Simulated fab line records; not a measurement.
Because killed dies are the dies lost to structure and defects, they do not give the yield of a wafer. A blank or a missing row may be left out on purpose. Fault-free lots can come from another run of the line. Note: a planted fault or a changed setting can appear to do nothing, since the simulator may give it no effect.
2 desks looking at one fault -- flow gf180mcu -- each desk has only its own numbers; what lay behind them comes last

## FROM THE METROLOGY DESK
Means of the sampled wafers that have a number, per lot and without regard to the tool the lot ran on: this is what the gauges read. The brackets show how far a lot's mean lies from the usual mean; more than 4 standard deviations puts the lot out of limits, marked OUT.
Columns: A = cd_nm at GF_M3_CD_MEAS_14, usual 280.1 nm; B = M3_OVL at GF_M3_OVL_MEAS_15, usual 4 nm; C = V3_CVD_00_THK at GF_V3_THK_MEAS_01, usual 598 nm; D = V3_CVD_02_THK at GF_V3_THK_MEAS_03, usual 852 nm; E = V3_BOW at GF_V3_BOW_MEAS_05, usual 117 um
lot,first seen here,A,B,C,D,E
L240,day 21 09:22,279.6,13,592,852,113
L241,day 21 16:18,280.4,1,594,861,114
L248,day 24 05:54,280.2,2,605,852,116
L256,day 27 03:26,279.7,7,599,799 (-4.4) OUT,102
L257,day 27 17:03,280.7,1,602,863,122
This desk's finding: out of limits on L256; first on L256, day 27 04:29 (V3_CVD_02_THK at GF_V3_THK_MEAS_03). L240, L241, L248, L257 stayed within limits.

## AT THE TOOL OWNER'S DESK: pecvd-01
The tool's own readings at GF_V3_CVD_02 (deposits SiO2 from TEOS, target thk 850 nm, time 94.851 s): means of the sampled wafers that have a number, for each lot that ran on this tool. The brackets show how far a lot's mean lies from the usual mean; more than 4 standard deviations puts the lot out of limits, marked OUT.
Columns: A = heater_power_w at GF_V3_CVD_02, usual 663 W; B = run_length_s at GF_V3_CVD_02, usual 122.5 s
lot,first seen here,A,B
L241,day 21 17:16,674,122.2
L256,day 27 04:25,704,117.6 (-8.4) OUT
This desk finds L256 out of limits, L256 being first, at day 27 04:25 (run_length_s at GF_V3_CVD_02). L241 stayed within limits.

## PUT TOGETHER
An alarm could have come from the tool owner's desk at day 27 04:25, on L256.
At day 27 04:29 the metrology desk could have sounded an alarm, on L256.
GF_V3_CVD_02 was run on pecvd-01 by each of the lots named.

## WHAT THE SIMULATOR PUT IN
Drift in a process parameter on pecvd-01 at GF_V3_CVD_02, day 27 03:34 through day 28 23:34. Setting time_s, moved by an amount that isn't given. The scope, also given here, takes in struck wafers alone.
Shown lots that were struck: L256.
Delay (hours) between the fault's onset and each desk's first out-of-limits reading: 1 at the tool owner's desk, 1 at the metrology desk.
